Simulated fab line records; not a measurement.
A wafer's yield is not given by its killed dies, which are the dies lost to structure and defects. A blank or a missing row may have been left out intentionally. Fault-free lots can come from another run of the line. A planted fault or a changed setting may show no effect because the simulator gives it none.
Which tool was responsible? -- flow sky130 -- Sampling: 11 lots, 33 wafers, 3 of 708 route steps

## WHAT THE GAUGES SHOWED, per wafer
SKY_PWDE_TW_MEAS_10.
lot,measured,on,PWDE_TW
L996,day 4 16:34,film-metro-02,368.4 367.8 366.7
L997,day 4 20:36,film-metro-01,372.1 371.7 371.5
L998,day 5 02:10,film-metro-02,372.0 369.1 367.7
L101,day 5 18:07,film-metro-04,372.2 374.2 371.3
L109,day 7 16:38,film-metro-02,328.6 332.9 328.9
L110,day 7 22:16,film-metro-01,330.8 330.0 328.3
L111,day 8 00:27,film-metro-01,371.9 372.6 370.4
L112,day 8 08:31,film-metro-02,365.7 368.0 367.9
L114,day 8 18:41,film-metro-01,367.9 371.5 371.6
L115,day 9 02:46,film-metro-02,367.3 367.2 366.4
L116,day 9 11:21,film-metro-01,369.2 368.7 370.8

## WHICH TOOL RAN EACH LOT (tool, then ch and the chambers of the sampled wafers, then the start)
lot,SKY_FIELD_ISO_STRIP_16,SKY_PWDE_IMPLANT_08
L996,"plasma-asher-03 ch 1, day 3 00:02","implanter-02 ch 0, day 4 16:19"
L997,"plasma-asher-01 ch 0,1, day 3 02:56","implanter-04 ch 0, day 4 20:21"
L998,"plasma-asher-01 ch 0,1, day 3 08:11","implanter-04 ch 0, day 5 01:55"
L101,"plasma-asher-02 ch 0,1, day 3 22:10","implanter-02 ch 0, day 5 17:52"
L109,"plasma-asher-02 ch 0,1, day 5 16:07","implanter-04 ch 0, day 7 16:26"
L110,"plasma-asher-03 ch 0,1, day 5 23:11","implanter-04 ch 0, day 7 22:03"
L111,"plasma-asher-02 ch 0,1, day 6 01:59","implanter-03 ch 0, day 8 00:12"
L112,"plasma-asher-03 ch 0,1, day 6 08:59","implanter-03 ch 0, day 8 08:18"
L114,"plasma-asher-03 ch 0,1, day 6 18:38","implanter-03 ch 0, day 8 18:25"
L115,"plasma-asher-01 ch 0,1, day 7 02:43","implanter-03 ch 0, day 9 02:32"
L116,"plasma-asher-03 ch 0,1, day 7 07:19","implanter-03 ch 0, day 9 11:06"
- SKY_FIELD_ISO_STRIP_16: strips in O2/N2.
- SKY_PWDE_IMPLANT_08

## THE ANSWER, worked out from the rows above alone
Rule: the usual values come from the lots themselves. Put in order of their means at a reading, lots are off if they are a third of the lots or fewer, leave a main group of 4 or more, and stand apart from it by a gap of 3 or more times the standard deviation of the main group's means; of several such gaps the widest counts. If all means in a main group match to the digits the tables above print for the reading, that group is not used. A lot without any number at a reading at which 4 lots or more have one is off too. All remaining lots with rows at the step are treated as sound.
Off: L109, L110, seen at SKY_PWDE_TW_MEAS_10 (PWDE_TW). Main group: mean 369.7, sd 2.
A tool fits if, at a process step before that reading, it ran every lot that is off, and no sound lot after the first of them. Gauges at SKY_PWDE_TW_MEAS_10: tried the same way as those tools. One fits: SKY_PWDE_IMPLANT_08 on implanter-04. A fault onset in the window from L998 (day 5 01:55, its last sound lot) to L109 (day 7 16:26, its first lot off) fits.

## WHAT THE SIMULATOR PUT IN
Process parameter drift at SKY_PWDE_IMPLANT_08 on implanter-04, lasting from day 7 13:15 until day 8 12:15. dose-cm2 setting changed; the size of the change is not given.
Lots struck among those shown: L109, L110. The same result came from the rule above.
